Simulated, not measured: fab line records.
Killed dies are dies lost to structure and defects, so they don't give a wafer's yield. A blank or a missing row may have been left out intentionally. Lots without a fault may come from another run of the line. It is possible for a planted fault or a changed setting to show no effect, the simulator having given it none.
Chamber matching | flow sfq_line | SFQ_TRILAYER_A5B_CMP_CMP_130 on cmp-02: 4 sister chambers
The step polishes, stops on Nb, target thk 340.7 nm. 16 wafers are shown with their chamber, then 8 later ones without.

== WAFERS PAIRED WITH THEIR CHAMBERS ==
wafer  | chamber | motor_current_A (A) | head_pressure_psi (psi) | slurry_flow_ml_min
L882.1 | 3       | 12.1                | 2.999                   | 150.4
L882.2 | 1       | 11.4                | 2.994                   | 149.3
L882.6 | 3       | 12.5                | 3.007                   | 150.2
L885.1 | 2       | 10.3                | 2.994                   | 149.6
L885.2 | 3       | 11.6                | 3.002                   | 150.0
L885.3 | 1       | 11.3                | 3.001                   | 150.2
L886.1 | 2       | 10.2                | 3.007                   | 150.7
L886.5 | 1       | 11.5                | 3.005                   | 150.0
L886.6 | 0       | 10.1                | 2.997                   | 149.8
L887.1 | 3       | 11.5                | 2.994                   | 150.1
L887.3 | 0       | 9.9                 | 3.007                   | 150.3
L887.6 | 2       | 11.0                | 3.008                   | 150.0
L889.2 | 3       | 12.3                | 2.998                   | 149.9
L889.3 | 2       | 10.3                | 3.007                   | 150.2
L889.6 | 3       | 11.6                | 2.990                   | 150.0
L896.3 | 0       | 9.4                 | 3.010                   | 149.9

SIGNATURES, as means of the wafers listed above
reading            | chamber 0 | chamber 1 | chamber 2 | chamber 3 | scatter within a chamber
motor_current_A    | 9.800     | 11.400    | 10.450    | 11.933    | 0.363
head_pressure_psi  | 3.00467   | 3.00000   | 3.00400   | 2.99833   | 0.00623
slurry_flow_ml_min | 150.000   | 149.833   | 150.125   | 150.100   | 0.338
Rule: for a wafer and a chamber, the distance is found by dividing, reading by reading, the gap between the wafer's reading and the chamber's mean by the reading's scatter, squaring, summing and taking the root. The wafer belongs to the nearest chamber; if the next one is less than 2 further off, it can't be placed. The scatter: take each reading less its chamber's mean, square it, sum over the shown wafers, divide by the number of wafers less the number of chambers, and take the root.

== WAFERS MISSING THEIR CHAMBER ==
wafer  | motor_current_A (A) | head_pressure_psi (psi) | slurry_flow_ml_min
L896.4 | 11.4                | 2.992                   | 149.3
L896.1 | 11.8                | 3.005                   | 150.2
L897.1 | 11.7                | 2.997                   | 149.9
L897.3 | 11.3                | 2.999                   | 150.5
L897.4 | 10.2                | 3.004                   | 150.9
L898.3 | 10.3                | 3.010                   | 150.4
L898.5 | 10.2                | 3.003                   | 149.2
L898.6 | 11.1                | 3.005                   | 149.8

== EACH ONE'S CHAMBER ==
wafer  | from the rows above          | in truth
L896.4 | can't be placed: 1 or 3      | 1
L896.1 | can't be placed: 3 or 1      | 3
L897.1 | can't be placed: 3 or 1      | 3
L897.3 | can't be placed: 1 or 3 or 2 | 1
L897.4 | can't be placed: 2 or 0      | 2
L898.3 | can't be placed: 2 or 0      | 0
L898.5 | can't be placed: 0 or 2 or 1 | 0
L898.6 | can't be placed: 1 or 2 or 3 | 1
Correctly placed: 0 of 8. Can't be placed from these rows: 8 (the true chamber is among the candidates in 8). Number placed wrongly: 0.
